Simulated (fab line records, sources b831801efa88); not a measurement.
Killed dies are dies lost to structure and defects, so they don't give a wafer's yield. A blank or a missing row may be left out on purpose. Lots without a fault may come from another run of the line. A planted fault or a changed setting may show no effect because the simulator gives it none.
Which tool did it? | flow sky130 | 13 lots, 39 wafers sampled, at 4 steps of a route of 708

WHAT THE GAUGES READ, wafer by wafer
SKY_VIA1_OVL_MEAS_13. Usual: VIA1_OVL 3 nm, standard deviation 5.7.
lot  | measured     | on         | VIA1_OVL (nm) | flag
L969 | day 33 20:32 | overlay-02 | -2 2 6        |
L970 | day 34 04:08 | overlay-02 | 1 -3 -4       |
L972 | day 35 00:21 | overlay-01 | 7 3 4         |
L974 | day 35 19:25 | overlay-02 | 13 13 11      |
L975 | day 36 01:54 | overlay-02 | 10 6 14       |
L976 | day 36 02:38 | overlay-01 | 0 3 1         |
L978 | day 36 16:21 | overlay-01 | -8 -3 -3      |
L979 | day 36 22:15 | overlay-01 | 14 5 14       |
L980 | day 37 10:13 | overlay-01 | -5 -4 -2      |
L981 | day 37 14:48 | overlay-01 | -3 4 -1       |
L982 | day 37 20:21 | overlay-02 | 3 6 4         |
L983 | day 38 06:51 | overlay-02 | 0 -5 -2       |
L985 | day 39 09:35 | overlay-02 | 5 1 0         |

SKY_VIA2_RS_MEAS_22: measures by four-point-probe. Usual: VIA2_W_RS 0.270 ohm/sq, standard deviation 0.0031.
lot  | measured     | on            | VIA2_W_RS (ohm/sq) | flag
L969 | day 36 05:20 | film_metro-04 | 0.270 0.271 0.269  |
L970 | day 36 12:31 | film_metro-04 | 0.272 0.273 0.273  |
L972 | day 37 07:56 | film_metro-03 | 0.274 0.276 0.275  |
L974 | day 38 03:45 | film_metro-04 | 0.269 0.269 0.268  |
L975 | day 38 09:49 | film_metro-01 | 0.274 0.274 0.274  |
L976 | day 38 10:50 | film_metro-04 | 0.272 0.270 0.272  |
L978 | day 38 23:21 | film_metro-01 | 0.272 0.274 0.274  |
L979 | day 39 06:57 | film_metro-04 | 0.271 0.272 0.266  |
L980 | day 39 16:13 | film_metro-03 | 0.271 0.271 0.271  |
L981 | day 39 21:09 | film_metro-03 | 0.269 0.267 0.265  |
L982 | day 40 02:36 | film_metro-01 | 0.271 0.271 0.272  |
L983 | day 40 13:32 | film_metro-01 | 0.272 0.271 0.270  |
L985 | day 41 15:40 | film_metro-04 | 0.271 0.271 0.272  |

WHICH TOOL RAN EACH LOT (tool, then ch and the chambers of the sampled wafers, then the start)
lot  | SKY_VIA2_CMP_02               | SKY_VIA2_ETCH_15
L969 | cmp-01 ch 0,1,3, day 35 02:01 | rie_diel-01 ch 1,2, day 36 04:20
L970 | cmp-01 ch 0,2,3, day 35 08:51 | rie_diel-01 ch 0,3, day 36 11:29
L972 | cmp-02 ch 0,1,3, day 36 04:48 | rie_diel-03 ch 1,2,3, day 37 07:05
L974 | cmp-01 ch 0,1,2, day 36 23:56 | rie_diel-01 ch 1,2,3, day 38 02:53
L975 | cmp-01 ch 1,2,3, day 37 06:31 | rie_diel-01 ch 0,1,2, day 38 08:56
L976 | cmp-01 ch 0,1,2, day 37 07:34 | rie_diel-04 ch 0,2,3, day 38 09:55
L978 | cmp-01 ch 0,3, day 37 21:03   | rie_diel-04 ch 1,2, day 38 22:29
L979 | cmp-01 ch 0,1,2, day 38 04:58 | rie_diel-03 ch 0,1,2, day 39 06:05
L980 | cmp-01 ch 0,3, day 38 14:01   | rie_diel-04 ch 0,2, day 39 15:20
L981 | cmp-01 ch 0,1, day 38 19:22   | rie_diel-04 ch 1,2,3, day 39 20:16
L982 | cmp-01 ch 1,3, day 39 00:14   | rie_diel-04 ch 1,3, day 40 01:44
L983 | cmp-02 ch 0,2,3, day 39 10:33 | rie_diel-04 ch 1,2, day 40 12:07
L985 | cmp-01 ch 1,2,3, day 40 13:13 | rie_diel-01 ch 0,1,2, day 41 14:47
- SKY_VIA2_CMP_02: polishes SiO2.
- SKY_VIA2_ETCH_15: etches SiO2 in C4F8/O2/Ar, stops on TiN, target depth 546 nm, time 84 s.

WHAT THE TOOLS THEMSELVES READ (means of the sampled wafers that have a number; where no wafer has one, the mark that the record gives instead)
SKY_VIA2_CMP_02. Usual: motor_current_A 11.6 A, standard deviation 0.89.
lot  | tool   | motor_current_A (A) | flag
L969 | cmp-01 | 11.6                |
L970 | cmp-01 | 11.4                |
L972 | cmp-02 | 11.7                |
L974 | cmp-01 | 12.0                |
L975 | cmp-01 | 11.7                |
L976 | cmp-01 | 11.9                |
L978 | cmp-01 | 11.0                |
L979 | cmp-01 | 11.7                |
L980 | cmp-01 | 11.0                |
L981 | cmp-01 | 12.0                |
L982 | cmp-01 | 11.6                |
L983 | cmp-02 | 11.5                |
L985 | cmp-01 | 11.8                |

SKY_VIA2_ETCH_15. Usual: oes_product_au 0.940 a.u., standard deviation 0.0044.
lot  | tool        | oes_product_au (a.u.) | flag
L969 | rie_diel-01 | 0.940                 |
L970 | rie_diel-01 | 0.938                 |
L972 | rie_diel-03 | 0.944                 |
L974 | rie_diel-01 | 0.943                 |
L975 | rie_diel-01 | 0.935                 |
L976 | rie_diel-04 | 0.938                 |
L978 | rie_diel-04 | 0.941                 |
L979 | rie_diel-03 | 0.940                 |
L980 | rie_diel-04 | 0.943                 |
L981 | rie_diel-04 | 0.942                 |
L982 | rie_diel-04 | 0.943                 |
L983 | rie_diel-04 | 0.939                 |
L985 | rie_diel-01 | 0.959                 | OFF

THE ANSWER, worked out from the rows above alone
Rule: a lot is off if the mean of its wafers that have a number lies more than 3 standard deviations from the usual mean. A lot without any number at a reading at which 4 lots or more have one is off too. The other lots that the step has rows for count as sound. The gauges are gone through in route order, then the tools' own readings, and for those a lot's mean is taken as printed above. The first step at which some lot is off is used, and at that step the reading that is off furthest; a lot without a number counts as furthest.
Off: L985, at SKY_VIA2_ETCH_15 (oes_product_au).
A tool fits if, at that step or a process step before it, it ran every lot that is off, and no sound lot after the first of them. Can't be told from this: 2 tools fit, cmp-01 at SKY_VIA2_CMP_02, rie_diel-01 at SKY_VIA2_ETCH_15.

WHAT THE SIMULATOR HAD PUT IN
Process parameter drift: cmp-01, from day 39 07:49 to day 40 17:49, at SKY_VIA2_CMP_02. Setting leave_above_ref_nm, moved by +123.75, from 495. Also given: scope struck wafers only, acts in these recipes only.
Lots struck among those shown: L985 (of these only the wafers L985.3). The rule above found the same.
